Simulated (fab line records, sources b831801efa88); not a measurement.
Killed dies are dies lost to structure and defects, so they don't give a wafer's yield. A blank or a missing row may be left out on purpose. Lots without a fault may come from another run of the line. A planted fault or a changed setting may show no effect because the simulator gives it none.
Tool commonality check | flow gf180mcu | 11 lots, 33 wafers sampled

WHY IT WAS OPENED
At GF_PSD_TW_MEAS_11 the reading PSD_TW is flagged on 2 of 11 lots. Wafers without a fault read 3156, standard deviation 30.
Rule: a lot is flagged when every wafer of it that has a number lies more than 4 standard deviations from that mean, or none has a number. The other lots count as sound.

lot  | measured     | on            | PSD_TW, wafer by wafer | flag
L288 | day 14 06:49 | film_metro-02 | 3139 3143 3143         |
L294 | day 16 07:09 | film_metro-03 | 3214 3221 3213         |
L295 | day 16 12:11 | film_metro-01 | 3149 3160 3136         |
L296 | day 17 01:22 | film_metro-03 | 3193 3203 3202         |
L298 | day 17 17:57 | film_metro-02 | 3129 3143 3129         |
L299 | day 18 01:39 | film_metro-01 | 3121 3134 3117         |
L300 | day 18 16:18 | film_metro-02 | 3165 3141 3166         |
L302 | day 19 04:57 | film_metro-01 | 3491 3471 3464         | FLAGGED
L303 | day 19 13:36 | film_metro-03 | 3558 3556 3567         | FLAGGED
L304 | day 19 20:55 | film_metro-03 | 3202 3213 3205         |
L310 | day 21 20:46 | film_metro-03 | 3180 3199 3205         |
The numbers of the flagged lots are 3518 on average: +362 against the usual, or +12 standard deviations.

WHICH TOOL RAN EACH LOT
The record holds 2 process steps before the reading, out of a route of 602 steps. In each cell: the tool, then ch and the chambers that the sampled wafers went through, then the start.
lot  | flag    | GF_PSD_IMPLANT_09               | GF_PSD_STRIP_10
L288 |         | implanter-03 ch 0, day 14 06:36 | plasma_asher-01 ch 0,1, day 14 06:44
L294 |         | implanter-04 ch 0, day 16 06:54 | plasma_asher-02 ch 0,1, day 16 07:03
L295 |         | implanter-04 ch 0, day 16 11:56 | plasma_asher-02 ch 0,1, day 16 12:05
L296 |         | implanter-01 ch 0, day 17 01:10 | plasma_asher-01 ch 0,1, day 17 01:16
L298 |         | implanter-04 ch 0, day 17 17:42 | plasma_asher-02 ch 1, day 17 17:51
L299 |         | implanter-01 ch 0, day 18 01:24 | plasma_asher-04 ch 0,1, day 18 01:33
L300 |         | implanter-04 ch 0, day 18 16:05 | plasma_asher-02 ch 0,1, day 18 16:13
L302 | FLAGGED | implanter-04 ch 0, day 19 04:42 | plasma_asher-02 ch 0,1, day 19 04:51
L303 | FLAGGED | implanter-04 ch 0, day 19 13:21 | plasma_asher-02 ch 0,1, day 19 13:30
L304 |         | implanter-01 ch 0, day 19 20:40 | plasma_asher-01 ch 0,1, day 19 20:48
L310 |         | implanter-01 ch 0, day 21 20:31 | plasma_asher-04 ch 0,1, day 21 20:39
What these steps do:
- GF_PSD_IMPLANT_09
- GF_PSD_STRIP_10: strips in O2/N2.
- GF_PSD_TW_MEAS_11

FLAGGED OVER TOTAL, TOOL BY TOOL (the gauges that took the reading come last)
step              | tool            | lots run | flagged | share of the flagged lots | sound lots run after its first flagged lot
GF_PSD_IMPLANT_09 | implanter-01    | 4        | 0       | none                      | -
GF_PSD_IMPLANT_09 | implanter-03    | 1        | 0       | none                      | -
GF_PSD_IMPLANT_09 | implanter-04    | 6        | 2       | all                       | 0
GF_PSD_STRIP_10   | plasma_asher-01 | 3        | 0       | none                      | -
GF_PSD_STRIP_10   | plasma_asher-02 | 6        | 2       | all                       | 0
GF_PSD_STRIP_10   | plasma_asher-04 | 2        | 0       | none                      | -
GF_PSD_TW_MEAS_11 | film_metro-01   | 3        | 1       | some                      | 0
GF_PSD_TW_MEAS_11 | film_metro-02   | 3        | 0       | none                      | -
GF_PSD_TW_MEAS_11 | film_metro-03   | 5        | 1       | some                      | 2 (L304,L310)

WHAT THE TABLE ALLOWS
2 rows of the table ran every flagged lot: implanter-04 at GF_PSD_IMPLANT_09, plasma_asher-02 at GF_PSD_STRIP_10.
- implanter-04 at GF_PSD_IMPLANT_09: 2 of its 6 lots flagged. Its last sound lot is L300 (day 18 16:05), its first flagged lot L302 (day 19 04:42): a fault that began between those two fits. Its own readings lie more than 4 standard deviations out on every wafer of the flagged lots: beam_on_s, dose_ions_cm2, faraday_current_uA.
- plasma_asher-02 at GF_PSD_STRIP_10: 2 of its 6 lots flagged. Its last sound lot is L300 (day 18 16:13), its first flagged lot L302 (day 19 04:51): a fault that began between those two fits. Its own readings lie more than 4 standard deviations out on every wafer of the flagged lots: oes_product_au, strip_time_to_endpoint_s.
Counting lots can't tell these 2 tools apart, because each fits a fault that began at some hour. More lots, or a look at what each step does to the wafer, might.

WHAT THE SIMULATOR HAD PUT IN
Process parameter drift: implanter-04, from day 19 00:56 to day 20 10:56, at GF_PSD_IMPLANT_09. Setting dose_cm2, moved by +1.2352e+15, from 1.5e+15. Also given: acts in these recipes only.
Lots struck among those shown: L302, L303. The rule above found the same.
